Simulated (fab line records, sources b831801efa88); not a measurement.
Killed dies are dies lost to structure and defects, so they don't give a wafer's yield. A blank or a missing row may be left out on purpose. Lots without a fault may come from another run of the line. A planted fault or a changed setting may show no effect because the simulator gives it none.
Which tool did it? | flow gf180mcu | 11 lots, 33 wafers sampled, at 2 steps of a route of 602

WHAT THE GAUGES READ, wafer by wafer
GF_STI_THK_MEAS_02.
lot  | measured    | on            | STI_OXIDATION_THK (nm)
L853 | day 1 13:31 | film_metro-04 | 9.95 10.03 9.77
L855 | day 1 21:53 | film_metro-04 | 10.13 10.11 10.04
L857 | day 2 07:31 | film_metro-02 | 9.57 9.69 9.63
L860 | day 2 22:31 | film_metro-02 | 9.92 10.06 9.76
L864 | day 3 19:13 | film_metro-04 | 10.26 10.28 10.29
L865 | day 4 00:00 | film_metro-01 | 9.87 9.81 9.98
L866 | day 4 04:31 | film_metro-02 | 6.95 7.12 6.79
L867 | day 4 09:49 | film_metro-04 | 9.76 9.84 9.89
L868 | day 4 15:47 | film_metro-04 | 6.49 6.79 6.57
L870 | day 5 00:56 | film_metro-02 | 9.72 9.56 9.68
L876 | day 6 06:54 | film_metro-02 | 9.95 10.01 10.07

WHICH TOOL RAN EACH LOT (tool, then ch and the chambers of the sampled wafers, then the start)
lot  | GF_STI_OXIDATION_01
L853 | furnace-02 ch 0, day 1 12:07
L855 | furnace-02 ch 0, day 1 20:29
L857 | furnace-01 ch 0, day 2 06:07
L860 | furnace-01 ch 0, day 2 21:07
L864 | furnace-01 ch 0, day 3 17:49
L865 | furnace-01 ch 0, day 3 22:35
L866 | furnace-01 ch 0, day 4 03:07
L867 | furnace-02 ch 0, day 4 08:23
L868 | furnace-01 ch 0, day 4 14:23
L870 | furnace-02 ch 0, day 4 23:32
L876 | furnace-02 ch 0, day 6 05:29
- GF_STI_OXIDATION_01: stabilise 600 s, purge 300 s, target thk 10 nm.

WHAT THE TOOLS THEMSELVES READ (means of the sampled wafers that have a number; where no wafer has one, the mark that the record gives instead)
GF_STI_OXIDATION_01.
lot  | tool       | spike_tc_bottom_C (C) | spike_tc_centre_C (C) | spike_tc_lower_C (C) | spike_tc_top_C (C) | spike_tc_upper_C (C) | tube_center_temp_C (C) | tube_center_temp_C_max | zone_power_lower_pct (%) | zone_power_top_pct (%) | zone_power_upper_pct (%)
L853 | furnace-02 | 911                   | 900.3                 | 898.7                | 915.8              | 901.1                | 900.08                 | 902.4                  | 16.7                     | 32.2                   | 17.11
L855 | furnace-02 | 911                   | 900.0                 | 899.3                | 915.3              | 901.2                | 899.92                 | 902.1                  | 16.6                     | 32.4                   | 16.97
L857 | furnace-01 | 920                   | 900.5                 | 900.0                | 913.2              | 899.7                | 900.01                 | 902.1                  | 19.9                     | 33.1                   | 16.73
L860 | furnace-01 | 921                   | 900.6                 | 900.3                | 912.9              | 899.8                | 900.07                 | 902.6                  | 20.0                     | 32.8                   | 16.72
L864 | furnace-01 | 921                   | 900.8                 | 900.0                | 912.5              | 900.6                | 900.03                 | 902.4                  | 20.1                     | 33.2                   | 16.63
L865 | furnace-01 | 921                   | 901.2                 | 899.8                | 912.3              | 900.3                | 900.03                 | 902.1                  | 20.1                     | 32.6                   | 17.08
L866 | furnace-01 | 888                   | 867.2                 | 867.5                | 880.3              | 867.8                | 867.13                 | 869.6                  | 18.4                     | 31.0                   | 15.25
L867 | furnace-02 | 910                   | 900.7                 | 899.0                | 915.4              | 900.3                | 900.07                 | 902.5                  | 16.7                     | 32.2                   | 16.99
L868 | furnace-01 | 889                   | 868.3                 | 867.2                | 881.8              | 866.6                | 867.06                 | 869.4                  | 18.4                     | 31.0                   | 15.60
L870 | furnace-02 | 909                   | 900.5                 | 899.5                | 915.9              | 899.4                | 900.05                 | 902.4                  | 16.9                     | 32.3                   | 17.01
L876 | furnace-02 | 910                   | 901.2                 | 900.3                | 915.0              | 901.6                | 900.05                 | 902.3                  | 16.8                     | 32.0                   | 17.11

THE ANSWER, worked out from the rows above alone
Rule: what is usual is taken from the lots themselves. Put in order of their means at a reading, lots are off if they are a third of the lots or fewer, leave a main group of 4 or more, and stand apart from it by a gap of 3 or more times the standard deviation of the main group's means; of several such gaps the widest counts. A main group whose means are all the same, to the digits that the tables above print for the reading, isn't used. A lot without any number at a reading at which 4 lots or more have one is off too. The other lots that the step has rows for count as sound. The gauges are gone through in route order, then the tools' own readings, and for those a lot's mean is taken as printed above. The first step at which some lot is off is used, and at that step the reading that is off furthest; a lot without a number counts as furthest.
Off: L866, L868, at GF_STI_THK_MEAS_02 (STI_OXIDATION_THK). The main group: mean 9.91 nm, standard deviation 0.19.
A tool fits if, at a process step before that reading, it ran every lot that is off, and no sound lot after the first of them. The gauges at GF_STI_THK_MEAS_02 aren't tried: what is off there is off at GF_STI_OXIDATION_01 too, on other tools, and a gauge's error can't cause that. One fits: furnace-01 at GF_STI_OXIDATION_01. Its last sound lot is L865 (day 3 22:35), its first lot that is off L866 (day 4 03:07): a fault that began between those two fits.
The tool's own readings at GF_STI_OXIDATION_01 bear it out: on the lots that are off they differ by more than 5 times the standard deviation of the sound lots' means. spike_tc_centre_C reads 867.8 C there against 900.6 C on the sound lots; spike_tc_lower_C reads 867.4 C there against 899.7 C on the sound lots; spike_tc_top_C reads 881.0 C there against 914.3 C on the sound lots; spike_tc_upper_C reads 867.2 C there against 900.4 C on the sound lots; tube_center_temp_C reads 867.10 C there against 900.03 C on the sound lots; tube_center_temp_C_max reads 869.5 there against 902.3 on the sound lots; zone_power_upper_pct reads 15.43 % there against 16.93 % on the sound lots.

WHAT THE SIMULATOR HAD PUT IN
Process parameter drift: furnace-01, from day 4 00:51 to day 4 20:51, at GF_STI_OXIDATION_01. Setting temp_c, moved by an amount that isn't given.
Lots struck among those shown: L866, L868. The rule above found the same.
